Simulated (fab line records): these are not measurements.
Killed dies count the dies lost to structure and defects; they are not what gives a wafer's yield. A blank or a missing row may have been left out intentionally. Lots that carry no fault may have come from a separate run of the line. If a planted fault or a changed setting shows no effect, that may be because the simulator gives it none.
Check of tool commonality | flow sky130 | Sample size 12 lots and 42 wafers

## WHY IT WAS OPENED
Of 12 lots, 2 have the reading GATE_OXIDE_TW flagged at SKY_GATE_OXIDE_TW_MEAS_14. Wafers without a fault read 222.8, standard deviation 2.4.
Rule: a lot is flagged in two cases, either no wafer of it has a number, or all its wafers with numbers fall more than 4 standard deviations from that mean. The rest of the lots are taken to be sound.

lot  | measured     | on            | GATE_OXIDE_TW, wafer by wafer       | flag
L985 | day 15 21:53 | film-metro-03 | 222.0 221.5 221.4                   |
L984 | day 15 22:13 | film-metro-04 | 221.8 222.4 223.1                   |
L986 | day 16 12:22 | film-metro-04 | 223.3 223.1 224.0                   |
L989 | day 17 12:39 | film-metro-02 | 226.6 224.8 225.8                   |
L991 | day 18 03:26 | film-metro-02 | 224.0 224.3 223.9                   |
L992 | day 18 13:08 | film-metro-03 | 218.7 220.1 220.2                   |
L993 | day 18 19:20 | film-metro-03 | 314.1 314.3 315.0 314.0 314.3 313.6 | FLAGGED
L994 | day 19 03:00 | film-metro-02 | 224.8 226.9 225.4                   |
L995 | day 19 18:12 | film-metro-02 | 324.5 323.4 323.9 324.5 322.9 323.3 | FLAGGED
L996 | day 20 09:05 | film-metro-04 | 223.0 224.5 222.3                   |
L997 | day 20 09:23 | film-metro-04 | 223.9 223.1 222.9                   |
L102 | day 22 01:11 | film-metro-04 | 224.1 222.8 223.4                   |
The numbers of the flagged lots are 319.0 on average: +96.2 against the usual, or +40 standard deviations.

## WHICH TOOL RAN EACH LOT
The record holds 1 process step before the reading, out of a route of 708 steps. Cell contents, in order: the tool; ch with the chambers the sampled wafers went through; the start.
lot  | flag    | SKY_GATE_OXIDE_IMPLANT_11
L985 |         | implanter-01 ch 0, day 15 21:32
L984 |         | implanter-03 ch 0, day 15 21:55
L986 |         | implanter-04 ch 0, day 16 11:59
L989 |         | implanter-03 ch 0, day 17 12:19
L991 |         | implanter-01 ch 0, day 18 03:05
L992 |         | implanter-01 ch 0, day 18 12:47
L993 | FLAGGED | implanter-01 ch 0, day 18 18:59
L994 |         | implanter-03 ch 0, day 19 02:39
L995 | FLAGGED | implanter-01 ch 0, day 19 17:52
L996 |         | implanter-03 ch 0, day 20 08:44
L997 |         | implanter-03 ch 0, day 20 09:04
L102 |         | implanter-03 ch 0, day 22 00:52
What the steps here do:
- SKY_GATE_OXIDE_IMPLANT_11
- SKY_GATE_OXIDE_TW_MEAS_14

## FLAGGED AGAINST TOTAL, ONE TOOL AT A TIME (gauges that did the reading follow at the end)
step                      | tool          | lots run | flagged | share of the flagged lots | sound lots run after its first flagged lot
SKY_GATE_OXIDE_IMPLANT_11 | implanter-01  | 5        | 2       | all                       | 0
SKY_GATE_OXIDE_IMPLANT_11 | implanter-03  | 6        | 0       | none                      | -
SKY_GATE_OXIDE_IMPLANT_11 | implanter-04  | 1        | 0       | none                      | -
SKY_GATE_OXIDE_TW_MEAS_14 | film-metro-02 | 4        | 1       | some                      | 0
SKY_GATE_OXIDE_TW_MEAS_14 | film-metro-03 | 3        | 1       | some                      | 0
SKY_GATE_OXIDE_TW_MEAS_14 | film-metro-04 | 5        | 0       | none                      | -

## WHAT THE TABLE PERMITS
Rows of the table that ran each flagged lot: 1, that is implanter-01 at SKY_GATE_OXIDE_IMPLANT_11.
- implanter-01 at SKY_GATE_OXIDE_IMPLANT_11 ran 5 lots, 2 of them flagged. It ran its last sound lot, L992, at day 18 12:47 and its first flagged lot, L993, at day 18 18:59: a fault with its onset between the two fits. Its own readings (dose-ions-cm2, faraday-current-uA) fall more than 4 standard deviations out on all wafers of the flagged lots.
Left over: one tool, implanter-01 at SKY_GATE_OXIDE_IMPLANT_11.

## WHAT THE SIMULATOR PUT IN
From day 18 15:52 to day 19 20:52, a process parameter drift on implanter-01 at SKY_GATE_OXIDE_IMPLANT_11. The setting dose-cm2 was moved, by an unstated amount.
Lots struck among those shown: L993, L995. Same finding as the rule above.
